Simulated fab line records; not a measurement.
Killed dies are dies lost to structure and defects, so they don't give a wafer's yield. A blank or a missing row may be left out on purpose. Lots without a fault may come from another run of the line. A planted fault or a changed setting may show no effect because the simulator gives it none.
The same fault as seen by 2 desks -- flow sky130 -- only its own numbers are on each desk; what lay behind them is given at the end

TOOL OWNER'S DESK, pvdSputter-03
The tool's own readings at SKY_METAL3_SPUTTER_04 (material TiN, target thk 70 nm, time 58.3 s): means of the sampled wafers that have a number, for each lot that ran on this tool. If a lot's mean is further than 4 standard deviations from the usual mean, the lot is out of limits and carries the mark OUT (the distance appears in the brackets).
Columns: A = chamberPressurePa at SKY_METAL3_SPUTTER_04, usual 0.4000 Pa; B = throttleValvePct at SKY_METAL3_SPUTTER_04, usual 30.4 %
lot,first seen here,A,B
L547,day 38 01:11,0.4002,31.8
L554,day 40 00:41,0.6326 (+99 or more) OUT,24.3 (-5.1) OUT
L555,day 40 14:25,0.6325 (+99 or more) OUT,23.8 (-5.5) OUT
This desk's finding: out of limits on L554, L555; first on L554, day 40 00:41 (chamberPressurePa at SKY_METAL3_SPUTTER_04). L547 stayed within limits.

THE METROLOGY DESK
Lot by lot, what the gauges showed, no matter which tool ran the lot: averages of those sampled wafers that carry a number. If a lot's mean is further than 4 standard deviations from the usual mean, the lot is out of limits and carries the mark OUT (the distance appears in the brackets).
Columns: A = VIA2_W_RS at SKY_VIA2_RS_MEAS_22, usual 0.271 ohm/sq; B = VIA2_W_THK at SKY_VIA2_THK_MEAS_23, usual 434 nm
lot,first seen here,A,B
L547,day 38 00:36,0.271,430
L552,day 39 16:13,0.268,438
L554,day 40 00:06,0.273,434
L555,day 40 13:52,0.272,436
L563,day 42 12:39,0.269,440
L564,day 43 03:22,0.269,440
This desk's finding: nothing out of limits on any of the 6 lots.

TAKEN TOGETHER
At day 40 00:41, on L554, L555, the tool owner's desk was in a position to raise an alarm.
At the metrology desk, nothing out of limits was observed.
The metrology desk holds a record of L554, L555, inside its limits.
On pvdSputter-03, each named lot ran SKY_METAL3_SPUTTER_04.

WHAT WAS PUT IN BY THE SIMULATOR
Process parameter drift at SKY_METAL3_SPUTTER_04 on pvdSputter-03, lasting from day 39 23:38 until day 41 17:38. From 0.4, the setting chamberPressurePa moved by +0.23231. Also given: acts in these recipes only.
Lots struck among those shown: L554, L555.
Hours from the fault's start to each desk's first reading out of limits: the tool owner's desk, 1.
